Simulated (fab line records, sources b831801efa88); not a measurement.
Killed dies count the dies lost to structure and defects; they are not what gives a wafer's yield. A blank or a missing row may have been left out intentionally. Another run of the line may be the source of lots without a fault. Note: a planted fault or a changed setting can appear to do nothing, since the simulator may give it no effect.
Code-filled problem report in 8D (eight disciplines) form || flow sky130 || the parts of the form that need people (team, actions taken, sign-off) are left out

## 1. THE PROBLEM
Wafers without a fault read 2999.9 rpm, standard deviation 2.3; spin_speed_rpm at SKY_LDD_P_COAT_02 reads a mean of 3269.6 rpm on 6 wafers belonging to 2 lots. So: +99 or more standard deviations from the usual mean.
The step: resist thk 1140 nm.
Seen first at day 21 01:13 on litho_track-02, wafer L525.2. Wafers with a number at this step in the record: 36, from 12 lots. Rule for "out" (also "out of limits"): further than 4 standard deviations from the usual mean. Any other wafer with a number is counted as sound.

## 2. WHAT IT IS AND WHAT IT IS NOT
{"question": "which readings at this step", "is": "spin_speed_rpm", "is not": "exhaust_pa"}
{"question": "which lots", "is": "L525, L526", "is not": "L519, L520, L527, L533, L534, L536, L537, L538, L539, L540"}
{"question": "which wafers of those lots", "is": "all that have a number", "is not": "-"}
{"question": "read on which tools", "is": "litho_track-02", "is not": "litho_track-03, litho_track-04"}
{"question": "when", "is": "from day 21 01:13", "is not": "up to then (6 sound wafers); but 24 sound wafers of L527, L533, L534, L536, L537, L538, L539, L540 came after"}

## 3. THE SUSPECTS, EACH WITH WHAT RULES IT OUT
Counting: a tool stays on the suspect list if, at a process step up to the reading, it processed all lots that are out and no sound lot following the first of them.
- litho_track-02 at SKY_LDD_P_COAT_02 (resist thk 1140 nm): ruled out as a lasting fault. Following L525 (day 21 01:13), the first lot on it that is out, the sound lots L534, L536 were run on it.
Left after counting: nothing in the record.

## 4. THE CAUSE (what the simulator had put in)
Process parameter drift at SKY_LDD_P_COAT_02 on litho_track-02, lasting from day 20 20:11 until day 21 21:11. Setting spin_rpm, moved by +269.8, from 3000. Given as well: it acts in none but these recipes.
Counting ruled it out, wrongly.

## 5. SEQUENCE OF EFFECTS, ordered by route
Each row: a reading whose mean over the struck wafers that have a number lies more than 3 standard deviations from the usual. Only readings for which the record gives a usual standard deviation are gone through. hours: the time from each lot's start at the first step in this table that gives one to its start at this step, as a median over the lots. sigmas: the change in usual standard deviations.
{"hours": 0, "step": "SKY_LDD_P_COAT_02", "reading": "spin_speed_rpm", "usual": "2999.9 rpm", "on struck wafers": 3269.6, "change": "+269.7", "sigmas": "+99 or more"}
{"hours": 16, "step": "SKY_LDD_P_STRIP_10", "reading": "strip_time_to_endpoint_s", "usual": "14.17 s", "on struck wafers": 13.57, "change": -0.60, "sigmas": -12}
Here are the process steps it includes:
- SKY_LDD_P_COAT_02: resist thk 1140 nm.
- SKY_LDD_P_STRIP_10: strips in O2/N2.
Later measuring or inspecting steps at which every struck wafer that the step has a row for has a number for every such reading, and none has moved that far: SKY_LDD_P_TW_MEAS_11, SKY_SPACER_THK_MEAS_01.

## 6. HOW IT WOULD HAVE BEEN CAUGHT EARLIER
In this record the first reading out of limits was taken at day 21 01:13, 5 hours after the fault began at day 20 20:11.
